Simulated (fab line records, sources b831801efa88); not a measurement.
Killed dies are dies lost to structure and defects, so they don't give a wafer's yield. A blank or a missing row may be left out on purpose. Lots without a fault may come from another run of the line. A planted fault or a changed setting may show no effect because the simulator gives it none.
fab line records | flow sfq_line
record lots=15 wafers=45 last_day=74
route steps=325 shown I4@164 JJ@188
lots that met no fault: from a run of the same line without faults
start_h: hours from the record's first day to the start of the lot's first wafer shown | wait_h: hours since the lot's step before | " the same as in the row above | L1.1+2: a row that stands for several wafers | - no value, or no start given | * or withheld: withheld | < > ~ a bound
route shown NAME@n: a module of which the file shows steps, and the number in the route of the first | usual: mean/standard deviation of fault-free wafers | same: alike in all rows | chamber/n: place in a boat | sites: the reading at each site | _std_site: their standard deviation | _edge_site: outer sites' mean less inner sites' | radius_mm: how far each site lies from the wafer's centre | mask NAME#n: copy n | behind: the tool/chamber that last shaped the wafer | hold: why the lot was held/for how many hours/how that ended | device: the transistor (n, p or np) that didn't switch | end of line: the same wafers' tests at the end of the route | a step without rows: its recipe alone | killed: dies lost to structure and defects at the first sort, not the wafer's yield | map: a wafer's dies, x killed, . not, _ none there
set.NAME: the setting as run; set.NAME@STEP: as run at that earlier step | model.NAME: the simulator's own value behind a step, which no gauge read
steps of the route over a sample of lots; a table a step, a row a wafer
services: from which hour (start_h, from the record's first day; less than 0 if before it) a tool's chamber was out of use, for how many hours, and why
## steps
# step SFQ_TRILAYER_I4_CMP_CMP_100
# recipe material=SiO2 down_force_psi=3 platen_rpm=60 pad_velocity_m_s=0.94248
# usual motor_current_A=10.6/1.1 time_to_endpoint_s=214/8.3
# columns lot.wafer tool chamber start_h wait_h motor_current_A time_to_endpoint_s
L605.1 cmp-01 3 853.49 28.4 11.4 209
L605.2 " 1 854.49 29.4 13.6 210
L605.6 " 3 855.49 30.4 11.4 217
L606.2 cmp-01 3 862.49 29.0 11.4 213
L606.3 " 0 " " 10.4 216
L606.6 " 3 864.49 31.0 11.2 219
L607.2 cmp-01 1 875.49 32.4 12.4 215
L607.3 " 2 " " 10.7 203
L607.6 " 0 876.99 33.9 10.5 219
L608.1 cmp-01 1 886.49 32.8 12.4 206
L608.3 " 2 " " 10.6 192
L608.2 " 3 " " 10.7 201
L609.3 cmp-02 0 910.00 36.8 9.5 218
L609.6 " 3 911.50 38.3 10.9 214
L609.5 " 0 " " 9.9 226
L610.1 cmp-02 0 921.23 43.4 10.0 214
L610.3 " 1 " " 9.0 206
L610.6 " 3 922.73 44.9 11.3 200
L611.4 cmp-02 3 933.99 48.9 11.1 203
L611.1 " 0 " " 9.5 205
L611.5 " 3 935.99 50.9 10.8 202
L612.3 cmp-02 2 947.03 50.5 9.2 213
L612.6 " 2 949.03 52.4 9.4 234
L612.5 " 3 " " 10.9 208
L613.3 cmp-01 2 953.88 48.9 10.5 204
L613.2 " 3 " " 11.2 217
L613.4 " 1 955.38 50.4 12.2 223
L614.1 cmp-02 1 962.46 51.5 9.5 213
L614.2 " 2 " " 9.9 208
L614.6 " 1 964.46 53.5 9.4 219
L615.3 cmp-01 3 972.88 49.9 10.5 218
L615.4 " 0 " " 10.6 217
L615.6 " 2 974.38 51.4 11.0 214
L616.3 cmp-01 0 974.88 49.5 10.4 216
L616.1 " 2 975.88 50.5 11.0 215
L616.5 " 0 976.88 51.5 10.4 223
L617.3 cmp-02 3 980.96 52.0 10.9 209
L617.2 " 1 981.96 53.0 9.6 218
L617.6 " 3 982.96 54.0 11.1 214
L618.2 cmp-01 3 983.88 51.3 11.4 204
L618.4 " 2 985.38 52.8 11.2 206
L618.6 " 3 " " 10.9 223
L619.3 cmp-02 1 989.46 50.9 9.1 207
L619.1 " 2 " " 9.6 211
L619.4 " 3 " " 11.0 201
# step SFQ_TRILAYER_JJ_CE_LITHO_EXPOSE_115
# recipe mask_id=J5 na=0.6 source_shape=conventional sigma_outer=0.65 target_cd_nm=700 dose_mj=14.4
# columns lot.wafer tool chamber start_h wait_h mask
L605.1+2+6 krf_scanner-01 0 1009.42 - J5#0
L606.2+3+6 krf_scanner-01 0 1020.52 - J5#0
L607.2+3+6 krf_scanner-01 0 1028.92 - J5#0
L608.1+2+3 krf_scanner-01 0 1039.52 - J5#0
L609.3+5+6 krf_scanner-01 0 1066.16 - J5#0
L610.1+3+6 krf_scanner-01 0 1072.96 - J5#0
L611.1+4+5 krf_scanner-01 0 1086.16 - J5#0
L612.3+5+6 krf_scanner-01 0 1094.96 - J5#0
L613.2+3+4 krf_scanner-01 0 1103.12 - J5#0
L614.1+2+6 krf_scanner-01 0 1113.27 - J5#0
L615.3+4+6 krf_scanner-01 0 1120.87 - J5#0
L616.1+3+5 krf_scanner-01 0 1122.87 - J5#0
L617.2+3+6 krf_scanner-01 0 1125.47 - J5#0
L618.2+4+6 krf_scanner-01 0 1131.47 - J5#0
L619.1+3+4 krf_scanner-01 0 1136.07 - J5#0
# step SFQ_JJ_OVL_MEAS_931
# usual J5_OVL=-2/5.2
# columns lot.wafer tool chamber start_h wait_h J5_OVL[nm]
L605.1 overlay-02 - 1010.92 0.1 0
L605.2 " - " " 0
L605.6 " - " " -8
L606.2 overlay-02 - 1021.83 0.1 8
L606.3 " - " " 2
L606.6 " - " " 5
L607.2 overlay-02 - 1030.23 0.1 -3
L607.3 " - " " 3
L607.6 " - " " -1
L608.1 overlay-02 - 1041.02 0.1 -2
L608.2 " - " " -9
L608.3 " - " " 3
L609.3 overlay-01 - 1067.27 0.1 -9
L609.5 " - " " -5
L609.6 " - " " 1
L610.1 overlay-01 - 1074.46 0.1 -4
L610.3 " - " " 0
L610.6 " - " " 4
L611.1 overlay-01 - 1087.66 0.1 -12
L611.4 " - " " -8
L611.5 " - " " -9
L612.3 overlay-01 - 1096.07 0.1 -3
L612.5 " - " " 1
L612.6 " - " " 2
L613.2 overlay-02 - 1104.42 0.1 -7
L613.3 " - " " -2
L613.4 " - " " -4
L614.1 overlay-01 - 1114.77 0.1 -3
L614.2 " - " " -1
L614.6 " - " " 0
L615.3 overlay-01 - 1121.98 0.1 -1
L615.4 " - " " 8
L615.6 " - " " 8
L616.1 overlay-01 - 1124.37 0.1 2
L616.3 " - " " 3
L616.5 " - " " 4
L617.2 overlay-01 - 1126.77 0.1 2
L617.3 " - " " 3
L617.6 " - " " -5
L618.2 overlay-02 - 1132.77 0.1 1
L618.4 " - " " 2
L618.6 " - " " 2
L619.1 overlay-02 - 1137.57 0.1 -12
L619.3 " - " " -13
L619.4 " - " " -13
# step SFQ_TRILAYER_JJ_CE_METRO_MEASURE_117
# usual cd_nm=699.9/1
# columns lot.wafer tool chamber start_h wait_h cd_nm
L605.1 cd_sem-02 - 1010.96 0.0 697.1
L605.2 " - " " 699.1
L605.6 " - " " 700.2
L606.2 cd_sem-01 - 1022.06 0.2 698.8
L606.3 " - " " 699.0
L606.6 " - " " 699.2
L607.2 cd_sem-02 - 1030.46 0.2 700.6
L607.3 " - " " 700.6
L607.6 " - " " 699.3
L608.1 cd_sem-01 - 1041.06 0.0 698.2
L608.2 " - " " 698.7
L608.3 " - " " 700.4
L609.3 cd_sem-02 - 1067.70 0.4 700.4
L609.5 " - " " 701.9
L609.6 " - " " 701.5
L610.1 cd_sem-01 - 1074.50 0.0 698.4
L610.3 " - " " 699.4
L610.6 " - " " 699.9
L611.1 cd_sem-02 - 1087.70 0.0 699.3
L611.4 " - " " 698.9
L611.5 " - " " 699.5
L612.3 cd_sem-01 - 1096.50 0.4 700.5
L612.5 " - " " 699.5
L612.6 " - " " 700.8
L613.2 cd_sem-02 - 1104.65 0.2 700.7
L613.3 " - " " 700.6
L613.4 " - " " 700.5
L614.1 cd_sem-01 - 1114.80 0.0 700.2
L614.2 " - " " 699.6
L614.6 " - " " 700.2
L615.3 cd_sem-02 - 1122.40 0.4 699.3
L615.4 " - " " 700.1
L615.6 " - " " 700.0
L616.1 cd_sem-01 - 1124.40 0.0 699.4
L616.3 " - " " 700.5
L616.5 " - " " 699.8
L617.2 cd_sem-02 - 1127.00 0.2 700.0
L617.3 " - " " 692.7
L617.6 " - " " 691.5
L618.2 cd_sem-01 - 1133.00 0.2 699.2
L618.4 " - " " 700.1
L618.6 " - " " 691.8
L619.1 cd_sem-02 - 1137.60 0.0 694.0
L619.3 " - " " 695.6
L619.4 " - " " 702.3
# step SFQ_TRILAYER_JJ_CE_STRIP_STRIP_120
# recipe gas=O2 power_w=200 platen_temp_c=40 overash_fraction=0.65 chemistry=O2 pressure_mtorr=50
# usual drypump_motor_current_A=6.20/0.27 oes_product_au=0.994/0.014
# columns lot.wafer tool chamber start_h wait_h drypump_motor_current_A oes_product_au rf_hours_counter_h
L605.1 rie_metal-01 1 1013.05 0.0 6.32 0.998 156
L605.2 " 1 " " 6.36 0.997 -
L605.6 " 1 " " 6.29 0.999 -
L606.2 rie_metal-04 1 1023.95 0.0 6.10 0.973 32
L606.3 " 1 " " 6.10 0.968 -
L606.6 " 1 " " 6.10 0.966 -
L607.2 rie_metal-03 1 1032.36 0.2 6.61 0.999 -
L607.3 " 1 " " 6.63 0.996 -
L607.6 " 1 " " 6.61 0.991 -
L608.1 rie_metal-01 1 1043.15 0.0 6.32 1.003 164
L608.2 " 0 " " 6.20 0.990 2
L608.3 " 1 " " 6.33 1.004 -
L609.3 rie_metal-01 1 1069.39 0.2 6.32 1.002 -
L609.5 " 1 " " 6.31 1.012 -
L609.6 " 0 " " 6.23 0.985 -
L610.1 rie_metal-04 0 1076.39 0.0 5.84 0.979 9
L610.3 " 1 " " 6.07 0.973 -
L610.6 " 0 " " 5.82 0.972 -
L611.1 rie_metal-04 0 1090.09 0.0 5.84 0.982 12
L611.4 " 1 " " 6.08 0.969 -
L611.5 " 0 " " 5.86 0.977 -
L612.3 rie_metal-04 1 1098.29 0.2 6.11 0.973 -
L612.5 " 0 " " 5.83 0.987 -
L612.6 " 1 " " 6.12 0.974 -
L613.2 rie_metal-01 1 1106.35 0.0 6.34 1.006 175
L613.3 " 1 " " 6.33 1.007 -
L613.4 " 0 " " 6.20 0.984 -
L614.1 rie_metal-03 1 1116.90 0.0 6.57 0.996 143
L614.2 " 0 " " 5.90 1.025 11
L614.6 " 1 " " 6.66 1.002 -
L615.3 rie_metal-01 0 1124.50 0.4 6.24 0.992 -
L615.4 " 0 " " 6.19 0.991 -
L615.6 " 0 " " 6.21 0.995 -
L616.1 rie_metal-04 1 1126.80 0.0 6.04 0.970 50
L616.3 " 1 " " 6.05 0.971 -
L616.5 " 1 " " 6.07 0.977 -
L617.2 rie_metal-01 0 1128.90 0.2 6.19 0.989 -
L617.3 " 0 " " 6.19 0.993 -
L617.6 " 0 " " 6.21 0.991 -
L618.2 rie_metal-03 1 1135.40 0.0 6.64 0.999 146
L618.4 " 1 " " 6.65 0.987 -
L618.6 " 0 " " 5.91 1.007 -
L619.1 rie_metal-01 1 1139.55 0.0 6.28 1.004 0
L619.3 " 0 " " 6.24 0.984 -
L619.4 " 1 " " 6.30 0.999 -
## services
# columns tool chamber start_h hours kind
cd_sem-01 - 831.54 0.9 pm
cmp-01 - 834.88 0.6 repair
krf_scanner-01 - 841.55 1.3 pm
krf_scanner-01 - 851.25 4.0 pm
cmp-02 - 859.21 0.4 repair
cd_sem-02 - 888.42 1.8 pm
krf_scanner-01 - 888.87 1.0 pm
cd_sem-02 - 912.12 0.1 pm
cd_sem-02 - 912.54 3.1 repair
cmp-01 - 913.49 6.4 pm
cmp-01 - 919.88 4.0 pm
cd_sem-02 - 940.92 1.2 pm
cd_sem-02 - 965.70 0.8 pm
cmp-01 - 993.30 0.4 repair
krf_scanner-01 - 1017.82 1.3 pm
krf_scanner-01 - 1042.67 0.5 repair
krf_scanner-01 - 1058.76 1.0 pm
cd_sem-02 - 1072.42 1.0 pm
cd_sem-02 - 1096.12 0.5 pm
krf_scanner-01 - 1096.96 3.6 pm
cmp-01 - 1097.88 5.6 pm
krf_scanner-01 - 1104.12 0.8 pm
cmp-01 - 1107.72 3.5 repair
cd_sem-02 - 1124.92 0.6 pm
## key
first_sign step=SFQ_TRILAYER_JJ_CE_METRO_MEASURE_117 reading=cd_nm direction=down sigmas=6.6 usual=699.9 struck=693.1
effect none on later readings
met_at SFQ_TRILAYER_JJ_CE_LITHO_EXPOSE_115
struck_lots L617,L618,L619
struck_wafers L617.3,L617.6,L618.6,L619.1,L619.3
not_acting_at SFQ_TRILAYER_I4_CMP_CMP_100,SFQ_JJ_OVL_MEAS_931,SFQ_TRILAYER_JJ_CE_STRIP_STRIP_120
onset_between 1122.87 1125.47
fault kind=process_parameter_drift tool=krf_scanner-01 chamber=- onset_h=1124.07 steps=SFQ_TRILAYER_JJ_CE_LITHO_EXPOSE_115 channel=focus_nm offset=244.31 shape=step end_h=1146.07 scope=struck_wafers_only
